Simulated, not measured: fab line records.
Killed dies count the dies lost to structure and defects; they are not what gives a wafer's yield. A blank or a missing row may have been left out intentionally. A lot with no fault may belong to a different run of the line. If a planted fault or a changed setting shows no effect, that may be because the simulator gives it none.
What tool caused it?	flow gf180mcu	10 lots with 30 wafers sampled at 4 steps, on a route of 602 steps

## WHAT THE GAUGES READ, wafer by wafer
GF_V3_RS_MEAS_24: measurement is done with a four-point probe.
lot	measured	on	V3_W_RS (ohm/sq)
L569	day 22 15:16	film_metro-01	0.329 0.324 0.327
L578	day 25 21:47	film_metro-02	0.248 0.253 0.245 0.248 0.253 0.246
L579	day 26 03:35	film_metro-02	0.254 0.248 0.248 0.253 0.248 0.248
L581	day 27 00:47	film_metro-01	0.333 0.330 0.331
L583	day 27 16:14	film_metro-04	0.335 0.336 0.336
L586	day 28 05:14	film_metro-02	0.324 0.329 0.327
L587	day 28 07:53	film_metro-02	0.326 0.324 0.326
L588	day 28 14:41	film_metro-04	0.326 0.327 0.327
L590	day 29 07:46	film_metro-04	0.316 0.327 0.318
L591	day 29 20:02	film_metro-02	0.329 0.333 0.334

## TOOL THAT RAN EACH LOT (tool first, then ch and the chambers of the sampled wafers, then the start)
lot	GF_V3_CMP_04	GF_V3_STRIP_18	GF_V3_CVD_23
L569	cmp-02 ch 0,1, day 21 13:59	plasma_asher-01 ch 0,1, day 22 14:29	cvd_w-02 ch 0,1, day 22 15:10
L578	cmp-02 ch 0,1,3, day 24 23:26	plasma_asher-01 ch 0,1, day 25 21:02	cvd_w-01 ch 0,1, day 25 21:41
L579	cmp-01 ch 0,1,2, day 25 04:46	plasma_asher-04 ch 0,1, day 26 02:50	cvd_w-01 ch 0,1, day 26 03:28
L581	cmp-01 ch 1,2, day 26 02:29	plasma_asher-03 ch 0,1, day 27 00:02	cvd_w-02 ch 0,1, day 27 00:41
L583	cmp-01 ch 0,1,2, day 26 18:14	plasma_asher-01 ch 0,1, day 27 15:28	cvd_w-02 ch 0,1, day 27 16:07
L586	cmp-02 ch 1,2,3, day 27 07:32	plasma_asher-01 ch 0,1, day 28 04:29	cvd_w-02 ch 0,1, day 28 05:08
L587	cmp-01 ch 1,2, day 27 11:30	plasma_asher-04 ch 0,1, day 28 07:05	cvd_w-02 ch 0,1, day 28 07:46
L588	cmp-02 ch 0,2,3, day 27 17:30	plasma_asher-04 ch 0,1, day 28 13:53	cvd_w-02 ch 0,1, day 28 14:33
L590	cmp-02 ch 1,2,3, day 28 11:29	plasma_asher-04 ch 0,1, day 29 06:59	cvd_w-01 ch 0,1, day 29 07:39
L591	cmp-01 ch 1,2,3, day 29 00:22	plasma_asher-03 ch 1, day 29 19:14	cvd_w-02 ch 0,1, day 29 19:54
- GF_V3_CMP_04: polishes SiO2.
- GF_V3_STRIP_18: strips in O2/N2.
- GF_V3_CVD_23: deposits W, target thk 350 nm, time 104.9 s.

## THE ANSWER, worked out from the rows above alone
Rule: the usual values come from the lots themselves. The widest of any qualifying gaps counts: lots, ordered by their means at a reading, are off when they make up no more than a third of the lots, leave a main group of 4 or more, and stand apart from it by 3 or more times the standard deviation of that group's means. If all means in a main group match to the digits the tables above print for the reading, that group is not used. Also off: a lot with no number at a reading for which 4 or more lots have one. The other lots that the step has rows for count as sound.
Off: L578, L579, at GF_V3_RS_MEAS_24 (V3_W_RS). Mean 0.328 ohm/sq and standard deviation 0.0044 in the main group.
If a tool, at a process step before that reading, ran all the lots that are off and no sound lot after the first of them, it fits. The gauges at GF_V3_RS_MEAS_24 are tried like those tools. Not one of the candidates tried fits.

## WHAT THE SIMULATOR HAD PUT IN
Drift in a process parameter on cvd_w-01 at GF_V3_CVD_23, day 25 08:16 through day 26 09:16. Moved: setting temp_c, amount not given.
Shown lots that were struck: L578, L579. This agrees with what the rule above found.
